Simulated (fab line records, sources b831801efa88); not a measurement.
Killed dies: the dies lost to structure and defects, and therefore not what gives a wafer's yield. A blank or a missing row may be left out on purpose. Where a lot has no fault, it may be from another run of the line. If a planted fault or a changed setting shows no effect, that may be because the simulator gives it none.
Comparing a struck lot with a sound one ; flow sfqLine ; 41 out of 325 route steps
Sound: these wafers, L452.1, L452.3, L452.4. Wafers struck: L444.2, L444.4, L444.5. At the end, the cause is stated.
Order at every step that has rows: each side's tool, ch and its chambers, its first start. Under that, the readings that differ: sound wafers ; struck wafers ; difference of the means ; sigmas: that difference in standard deviations of wafers without a fault.
alike: words and numbers the same on both sides, and readings whose means are apart by under 2 such deviations; not compared: readings that were withheld, readings missing a value for some wafer, numbers with overlapping values and no deviation given by the record, and bounds like >300 which may hide the same value.
A row with sigmas, a row that says differs or no value, or rows on one side alone: a step with any of these is where the two part. Non-overlapping numbers with no deviation appear without sigmas and do not part them. A reading that every wafer of one side lacks parts them only if that side has two wafers or more.

first, 3 steps without rows for these wafers: SFQ_TRILAYER_R5_LITHO_EXPOSE_137 (exposes mask R5, target cd 500 nm); SFQ_TRILAYER_R5_LITHO_PEB_139 (peb time 60 s); SFQ_TRILAYER_R5_LITHO_DEVELOP_138 (time 60 s).
SFQ_R5_OVL_MEAS_935:
  sound: overlay-01 at day 68 15:31; struck: overlay-02 at day 66 18:41
  alike: R5_OVL
SFQ_TRILAYER_R5_BARC_OPEN_METAL_ETCH_177: etches BARC in O2, target depth 125 nm, time 41.7 s.
  sound on rieMetal-04 ch 0,1, day 68 15:33; struck on rieMetal-03 ch 0,1, day 66 18:43
  alike: drypumpMotorCurrentA, oesProductAu
  not compared: rfHoursCounterH
SFQ_TRILAYER_R5_ETCH_METAL_ETCH_139: etches the open film in Cl2, stops on SiO2, target depth 60 nm, time 40 s.
  sound on rieMetal-04 ch 0,1, day 68 15:37; struck on rieMetal-03 ch 0,1, day 66 18:46
  alike: drypumpMotorCurrentA, oesProductAu
  not compared: rfHoursCounterH
then, 2 steps without rows for these wafers: SFQ_TRILAYER_R5_STRIP_STRIP_140 (strips in O2); SFQ_TRILAYER_R5_STRIP_SOLV_CLEAN_141 (cleans in NMP, time 600 s).
SFQ_TRILAYER_A5C_DEP_PECVD_142: deposits SiO2 from SiH4/N2O, time 15.556 s, target thk 70 nm.
  sound on pecvd-03 ch 0,2, day 68 16:27; struck on pecvd-02 ch 0,2, day 66 19:36
  alike: heaterPowerW, throttleValvePct
then, 3 steps without rows for these wafers: SFQ_TRILAYER_I5_LITHO_COAT_149 (resist thk 62 nm); SFQ_TRILAYER_I5_LITHO_COAT_144 (resist thk 650 nm); SFQ_TRILAYER_I5_LITHO_SOFTBAKE_148.
-- the record jumps here: 6 days lie between the struck wafers' starts before and after --
SFQ_TRILAYER_I5_LITHO_EXPOSE_145: exposes mask I5, target cd 700 nm.
  sound on krfScanner-01 ch 0, day 73 21:16; struck on krfScanner-02 ch 0, day 72 14:30
reading;sound;struck;difference;sigmas
model.I5.overlayXNm (nm);1.944 1.944 1.944;147.9 147.9 147.9;+146.0;
  alike: mask
then, 2 steps without rows for these wafers: SFQ_TRILAYER_I5_LITHO_PEB_147 (peb time 60 s); SFQ_TRILAYER_I5_LITHO_DEVELOP_146 (time 60 s).
SFQ_I5_OVL_MEAS_936:
  sound: overlay-01 at day 73 22:46; struck: overlay-02 at day 72 16:01
reading;sound;struck;difference;sigmas
I5_OVL (nm);1 0 -2;142 148 147;+146;+30
  not compared: hold
then, 9 steps without rows for these wafers: SFQ_TRILAYER_I5_ETCH_VIA_ETCH_147 (etches the open film in CHF3, stops on Nb, target depth 360 nm); SFQ_TRILAYER_I5_STRIP_STRIP_148 (strips in O2); SFQ_TRILAYER_I5_STRIP_SOLV_CLEAN_149 (cleans in NMP, time 600 s); SFQ_TRILAYER_C5_LITHO_COAT_156 (resist thk 62 nm); SFQ_TRILAYER_C5_LITHO_COAT_151 (resist thk 650 nm); SFQ_TRILAYER_C5_LITHO_SOFTBAKE_155; SFQ_TRILAYER_C5_LITHO_EXPOSE_152 (exposes mask C5, target cd 500 nm); SFQ_TRILAYER_C5_LITHO_PEB_154 (peb time 60 s); SFQ_TRILAYER_C5_LITHO_DEVELOP_153 (time 60 s).
-- the record jumps here: 4 days lie between the struck wafers' starts before and after --
SFQ_C5_OVL_MEAS_937:
  sound: overlay-01 at day 78 07:42; struck: overlay-01 at day 76 13:25
  alike: C5_OVL
then, 2 steps without rows for these wafers: SFQ_TRILAYER_C5_BARC_OPEN_VIA_ETCH_210 (etches BARC in O2, target depth 125 nm, time 41.7 s); SFQ_TRILAYER_C5_ETCH_VIA_ETCH_154 (etches SiO2 in CHF3, stops on Nb, target depth 84 nm).
SFQ_TRILAYER_C5_STRIP_STRIP_155: strips in O2.
  sound on rieMetal-02 ch 0,1, day 78 07:50; struck on rieMetal-02 ch 0,1, day 76 13:32
  alike: drypumpMotorCurrentA, oesProductAu
  not compared: rfHoursCounterH
then, 2 steps without rows for these wafers: SFQ_TRILAYER_C5_STRIP_SOLV_CLEAN_156 (cleans in NMP, time 600 s); SFQ_TRILAYER_M6_DEP_PRE_CLEAN_158 (time 22.5 s).
SFQ_TRILAYER_M6_DEP_SPUTTER_157: material Nb, target thk 200 nm, time 133.3 s.
  sound: pvdSputter-05 at day 78 08:38; struck: pvdSputter-06 at day 76 14:20
  alike: throttleValvePct
SFQ_M6_RS_MEAS_938: measurement is done with a four-point probe.
  sound: filmMetro-02 at day 78 08:43; struck: filmMetro-02 at day 76 14:27
  alike: M6_NB_RS
then, 6 steps without rows for these wafers: SFQ_TRILAYER_M6_LITHO_COAT_164 (resist thk 62 nm); SFQ_TRILAYER_M6_LITHO_COAT_159 (resist thk 600 nm); SFQ_TRILAYER_M6_LITHO_SOFTBAKE_163; SFQ_TRILAYER_M6_LITHO_EXPOSE_160 (exposes mask M6, target cd 500 nm); SFQ_TRILAYER_M6_LITHO_PEB_162 (peb time 60 s); SFQ_TRILAYER_M6_LITHO_DEVELOP_161 (time 60 s).
SFQ_M6_OVL_MEAS_940:
  sound: overlay-02 at day 78 21:28; struck: overlay-02 at day 77 16:02
  alike: M6_OVL
-- the record jumps here: 12 days lie between the struck wafers' starts before and after (it left off in module M6 and takes up again in module M8, whose first step shown is number 325 of the route) --
SFQ_M8_BOW_MEAS_951:
  sound: filmMetro-02 at day 91 18:38; struck: filmMetro-02 at day 89 13:55
reading;sound;struck;difference;sigmas
M8_BOW (um);15 18 24;-2 -12 0;-24;-2
model.etest.i5.linkOhm;2.283 2.281 2.263;2.327 2.339 2.343;+0.061;

== WHERE THEY PART ==
First at SFQ_I5_OVL_MEAS_936; last, within this record, at SFQ_M8_BOW_MEAS_951.

WHY: what the simulator had put in
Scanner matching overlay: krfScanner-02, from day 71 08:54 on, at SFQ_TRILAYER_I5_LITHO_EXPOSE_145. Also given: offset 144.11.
